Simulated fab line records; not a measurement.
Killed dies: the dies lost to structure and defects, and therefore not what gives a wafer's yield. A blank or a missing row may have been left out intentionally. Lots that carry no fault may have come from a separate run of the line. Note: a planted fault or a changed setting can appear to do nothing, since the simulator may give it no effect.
Which of the tools did it? | flow sfq line | route of 325 steps, sampled at 1 step: 7 lots, 21 wafers

== WHAT EACH GAUGE READ, for each wafer ==
SFQ_INCOMING_BOW_MEAS_900.
lot  | measured    | on            | INCOMING_BOW (um)
L689 | day 2 06:00 | film metro-02 | 2 9 14
L692 | day 2 21:00 | film metro-02 | 5 5 0
L696 | day 3 17:04 | film metro-01 | -12 -2 7
L698 | day 4 03:02 | film metro-01 | -2 2 9
L700 | day 4 13:02 | film metro-02 | -2 9 3
L705 | day 5 14:01 | film metro-02 | -1 11 -6
L708 | day 6 05:02 | film metro-02 | -3 -9 4

== EACH LOT AND THE TOOL THAT RAN IT (in order: tool; ch and the chambers of the sampled wafers; start) ==
No process step before these readings appears in the record.

== THE ANSWER, worked out from the rows above alone ==
Rule: the usual values come from the lots themselves. The widest of any qualifying gaps counts: lots, ordered by their means at a reading, are off when they make up no more than a third of the lots, leave a main group of 4 or more, and stand apart from it by 3 or more times the standard deviation of that group's means. Not used: any main group whose means are identical at the precision the tables above print for the reading. A lot without any number at a reading at which 4 lots or more have one is off too. Any other lot the step has rows for is counted as sound.
Nothing can be told from this: no lot is off at any reading shown.

== WHAT WAS PUT IN BY THE SIMULATOR ==
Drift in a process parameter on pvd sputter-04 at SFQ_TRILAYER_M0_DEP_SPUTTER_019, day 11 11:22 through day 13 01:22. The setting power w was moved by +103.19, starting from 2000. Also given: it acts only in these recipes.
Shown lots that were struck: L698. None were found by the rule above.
